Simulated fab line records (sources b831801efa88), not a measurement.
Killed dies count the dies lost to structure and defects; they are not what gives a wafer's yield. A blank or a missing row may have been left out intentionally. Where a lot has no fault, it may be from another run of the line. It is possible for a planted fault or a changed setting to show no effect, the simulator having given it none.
Matching of chambers | flow gf180mcu | GF_CONTACT_CMP_04 on cmp-02: 4 sister chambers
The step polishes SiO2. 14 wafers are shown with their chamber, then 7 later ones without.

== WAFERS WITH THEIR CHAMBER ==
wafer  | chamber | motor current A (A) | time to endpoint s (s)
L786.2 | 1       | 13.6                | 111
L786.4 | 0       | 10.4                | 109
L786.5 | 2       | 12.6                | 119
L788.2 | 3       | 11.9                | 103
L788.4 | 2       | 12.6                | 116
L788.6 | 1       | 13.2                | 112
L789.1 | 3       | 12.5                | 107
L789.4 | 1       | 12.9                | 104
L789.6 | 1       | 13.1                | 109
L792.2 | 2       | 12.1                | 104
L792.4 | 3       | 12.0                | 103
L792.5 | 2       | 11.7                | 111
L799.1 | 2       | 12.6                | 115
L799.2 | 0       | 10.5                | 113

SIGNATURES (means of the wafers above)
reading            | chamber 0 | chamber 1 | chamber 2 | chamber 3 | scatter within a chamber
motor current A    | 10.450    | 13.200    | 12.320    | 12.133    | 0.338
time to endpoint s | 111.00    | 109.00    | 113.00    | 104.33    | 4.37
Rule: for a wafer and a chamber, the distance is found by dividing, reading by reading, the gap between the wafer's reading and the chamber's mean by the reading's scatter, squaring, summing and taking the root. If the next closest chamber is less than 2 further off than the closest, the wafer can't be placed; otherwise it belongs to the closest. How the scatter is found: for the shown wafers, subtract from each reading the mean of its chamber, square and add these, divide the total by (wafers less chambers), then take the root.

== WAFERS WITH NO CHAMBER GIVEN ==
wafer  | motor current A (A) | time to endpoint s (s)
L799.3 | 13.2                | 111
L805.3 | 13.1                | 104
L805.5 | 13.5                | 104
L805.6 | 10.5                | 115
L809.1 | 11.6                | 118
L809.2 | 13.6                | 105
L809.4 | 12.1                | 118

== WHICH CHAMBER EACH WENT THROUGH ==
wafer  | from the rows above          | in truth
L799.3 | 1                            | 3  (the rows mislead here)
L805.3 | can't be placed: 1 or 3 or 2 | 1
L805.5 | 1                            | 1
L805.6 | 0                            | 0
L809.1 | can't be placed: 2 or 3 or 0 | 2
L809.2 | 1                            | 1
L809.4 | can't be placed: 2 or 3      | 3
3 of 7 placed correctly. From these rows, 3 cannot be placed; in 3 the true chamber is one of the candidates. Number placed wrongly: 1.
